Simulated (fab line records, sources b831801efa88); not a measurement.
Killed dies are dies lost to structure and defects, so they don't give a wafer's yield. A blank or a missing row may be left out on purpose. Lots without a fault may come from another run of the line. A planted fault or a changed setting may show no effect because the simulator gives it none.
Chamber matching | flow gf180mcu | GF_M5_ETCH_09 on rie_diel-01: 4 sister chambers
The step etches Si3N4 in CF4/O2, target depth 52 nm, time 11.6 s. 4 wafers are shown with their chamber, then 7 later ones without.

WAFERS WITH THEIR CHAMBER
wafer  | chamber | drypump_motor_current_A (A)
L707.6 | 0       | 5.83
L721.4 | 2       | 6.11
L722.4 | 3       | 6.17
L722.5 | 1       | 5.80

WAFERS WITHOUT THEIR CHAMBER
wafer  | drypump_motor_current_A (A)
L722.6 | 6.15
L723.1 | 5.85
L723.3 | 6.07
L723.4 | 5.81
L724.3 | 6.09
L724.4 | 5.81
L724.5 | 6.18

WHICH CHAMBER EACH WENT THROUGH
wafer  | from the rows above     | in truth
L722.6 | can't be placed: 3 or 2 | 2
L723.1 | can't be placed: 0 or 1 | 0
L723.3 | 2                       | 2
L723.4 | can't be placed: 1 or 0 | 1
L724.3 | 2                       | 2
L724.4 | can't be placed: 1 or 0 | 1
L724.5 | 3                       | 3
Placed correctly: 3 of 7. Can't be placed from these rows: 4 (the true chamber is among the candidates in 4). Placed wrongly: 0.
How it was worked out, from the rows above alone: a wafer's distance from a chamber is the root of the sum, over the readings, of the square of ((its reading less the chamber's mean) divided by the reading's scatter). The wafer belongs to the nearest chamber; if the next one is less than 2 further off, it can't be placed. A chamber's mean is the mean of its shown wafers. The scatter: with one shown wafer a chamber, the root of the mean of the squares of how far each hidden wafer lies from its nearest shown one.
